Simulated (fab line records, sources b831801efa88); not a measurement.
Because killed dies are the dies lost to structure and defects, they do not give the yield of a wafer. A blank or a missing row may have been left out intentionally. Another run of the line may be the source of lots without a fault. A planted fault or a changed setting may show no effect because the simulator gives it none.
Which of the tools did it? -- flow gf180mcu -- Sampling: 13 lots, 39 wafers, 4 of 602 route steps

== WHAT THE GAUGES SHOWED, per wafer ==
GF_CONTACT_THK_MEAS_03. Usual: CONTACT_CVD_02_THK gives 857 nm (standard deviation 9.9).
lot,measured,on,CONTACT_CVD_02_THK (nm),flag
L660,day 15 12:16,film metro-03,852 840 873,
L661,day 15 23:59,film metro-03,849 856 839,
L663,day 16 16:14,film metro-01,849 851 860,
L665,day 17 06:37,film metro-02,861 854 854,
L666,day 18 06:22,film metro-02,837 852 860,
L675,day 21 00:31,film metro-02,848 842 857,
L674,day 21 01:43,film metro-03,852 846 873,
L676,day 21 09:10,film metro-01,842 857 863,
L677,day 21 15:35,film metro-03,850 858 864,
L678,day 21 22:40,film metro-01,854 847 866,
L679,day 22 10:44,film metro-01,837 852 861,
L680,day 22 16:16,film metro-02,849 840 869,
L681,day 22 22:29,film metro-02,864 846 869,

GF_M1_RS_MEAS_05: measures by four-point-probe. Usual: M1_ALCU_RS gives 0.0696 ohm/sq (standard deviation 0.00076).
lot,measured,on,M1_ALCU_RS (ohm/sq),flag
L660,day 16 12:05,film metro-03,0.0702 0.0695 0.0698,
L661,day 17 00:32,film metro-03,0.0695 0.0700 0.0695,
L666,day 19 08:53,film metro-03,0.0699 0.0699 0.0698,
L675,day 22 01:59,film metro-01,0.0693 0.0698 0.0689,
L674,day 22 03:33,film metro-04,0.0687 0.0691 0.0695,
L676,day 22 10:49,film metro-04,0.0706 0.0703 0.0706,
L677,day 22 16:52,film metro-04,0.0695 0.0689 0.0690,
L678,day 22 23:48,film metro-03,0.0706 0.0704 0.0701,
L679,day 23 11:44,film metro-04,0.0698 0.0707 0.0704,
L680,day 23 17:03,film metro-03,0.0714 0.0716 0.0708,
L681,day 23 23:39,film metro-03,0.0702 0.0696 0.0698,

== WHICH TOOL RAN EACH LOT (tool, then ch and the chambers of the sampled wafers, then the start) ==
lot,GF_CONTACT_STRIP_18,GF_CONTACT_CMP_27
L660,"plasma asher-02 ch 0,1, day 16 10:53","cmp-01 ch 0,1,3, day 16 11:34"
L661,"plasma asher-04 ch 0,1, day 16 23:17","cmp-01 ch 0,2,3, day 17 00:01"
L663,"plasma asher-04 ch 0,1, day 17 16:05","cmp-01 ch 1,2,3, day 17 16:46"
L665,"plasma asher-02 ch 0,1, day 18 06:50","cmp-01 ch 0,1,3, day 18 07:34"
L666,"plasma asher-04 ch 0,1, day 19 07:41","cmp-02 ch 1,2,3, day 19 08:22"
L675,"plasma asher-04 ch 0,1, day 22 00:47","cmp-01 ch 0,2,3, day 22 01:28"
L674,"plasma asher-04 ch 1, day 22 02:20","cmp-01 ch 0,2, day 22 03:04"
L676,"plasma asher-02 ch 0,1, day 22 09:35","cmp-01 ch 0,2,3, day 22 10:19"
L677,"plasma asher-02 ch 0,1, day 22 15:38","cmp-01 ch 0,1, day 22 16:22"
L678,"plasma asher-02 ch 0,1, day 22 22:35","cmp-02 ch 0,2,3, day 22 23:19"
L679,"plasma asher-02 ch 1, day 23 10:26","cmp-01 ch 0,2,3, day 23 11:15"
L680,"plasma asher-04 ch 0,1, day 23 15:45","cmp-02 ch 0,3, day 23 16:32"
L681,"plasma asher-03 ch 0,1, day 23 22:25","cmp-01 ch 0,2,3, day 23 23:07"
- GF_CONTACT_STRIP_18: strips in O2/N2.
- GF_CONTACT_CMP_27: polishes, stops on SiO2, t overpolish 15 s, target thk 0 nm.

== AS READ BY THE TOOLS THEMSELVES (means over the sampled wafers that have a number; for cases with no such wafer, the mark the record gives instead) ==
GF_CONTACT_STRIP_18. Usual: drypump motor current A 6.0 A, standard deviation 0.41; heater power w 342 W, standard deviation 29; oes product au 0.580 a.u., standard deviation 0.005.
lot,tool,drypump motor current A (A),heater power w (W),oes product au (a.u.),flag
L660,plasma asher-02,6.1,339,0.582,
L661,plasma asher-04,5.9,346,0.582,
L663,plasma asher-04,5.9,347,0.580,
L665,plasma asher-02,6.3,320,0.580,
L666,plasma asher-04,5.9,351,0.575,
L675,plasma asher-04,5.9,352,0.573,
L674,plasma asher-04,6.2,384,0.581,
L676,plasma asher-02,6.4,323,0.576,
L677,plasma asher-02,6.1,341,0.580,
L678,plasma asher-02,6.4,321,0.576,
L679,plasma asher-02,6.6,308,0.579,
L680,plasma asher-04,6.1,367,0.579,
L681,plasma asher-03,5.4,332,0.578,

GF_CONTACT_CMP_27. Usual: head pressure psi 3.501 psi, standard deviation 0.0075; motor current A 11.3 A, standard deviation 0.87; overpolish run s 15.000 s, standard deviation 0.01; retaining ring pressure frac 1.000, standard deviation 0.0052; time to endpoint s 72 s, standard deviation 3.
lot,tool,head pressure psi (psi),motor current A (A),overpolish run s (s),retaining ring pressure frac,time to endpoint s (s),flag
L660,cmp-01,3.503,12.0,14.987,0.996,73,
L661,cmp-01,3.503,11.8,14.997,1.002,73,
L663,cmp-01,1.249,7.1,0.039,1.003,115,OFF
L665,cmp-01,1.253,7.2,0.041,1.000,113,OFF
L666,cmp-02,3.499,10.2,15.000,0.999,72,
L675,cmp-01,3.501,11.8,14.999,0.995,75,
L674,cmp-01,3.496,11.3,14.997,0.999,70,
L676,cmp-01,3.503,11.5,15.007,1.003,69,
L677,cmp-01,3.493,12.0,14.997,0.996,70,
L678,cmp-02,3.509,10.3,14.999,1.000,73,
L679,cmp-01,3.506,11.8,14.997,0.999,74,
L680,cmp-02,3.497,10.5,15.002,1.005,73,
L681,cmp-01,3.508,11.7,15.002,1.002,75,

== THE ANSWER, worked out from the rows above alone ==
Rule: a lot counts as off when the mean over its wafers that have a number is more than 3 standard deviations away from the usual mean. A lot without any number at a reading at which 4 lots or more have one is off too. The other lots that the step has rows for count as sound. Order of review: gauges by route order, followed by the tools' own readings, for which a lot's mean as printed above is used. At the first step where some lot is off, the reading lying furthest off is the one used; lots without a number count as furthest.
Off, at GF_CONTACT_CMP_27 on overpolish run s: L663, L665.
A tool fits if, at that step or a process step before it, it ran every lot that is off, and no sound lot after the first of them. Of those tried, none fits.

== WHAT HAD BEEN PUT IN BY THE SIMULATOR ==
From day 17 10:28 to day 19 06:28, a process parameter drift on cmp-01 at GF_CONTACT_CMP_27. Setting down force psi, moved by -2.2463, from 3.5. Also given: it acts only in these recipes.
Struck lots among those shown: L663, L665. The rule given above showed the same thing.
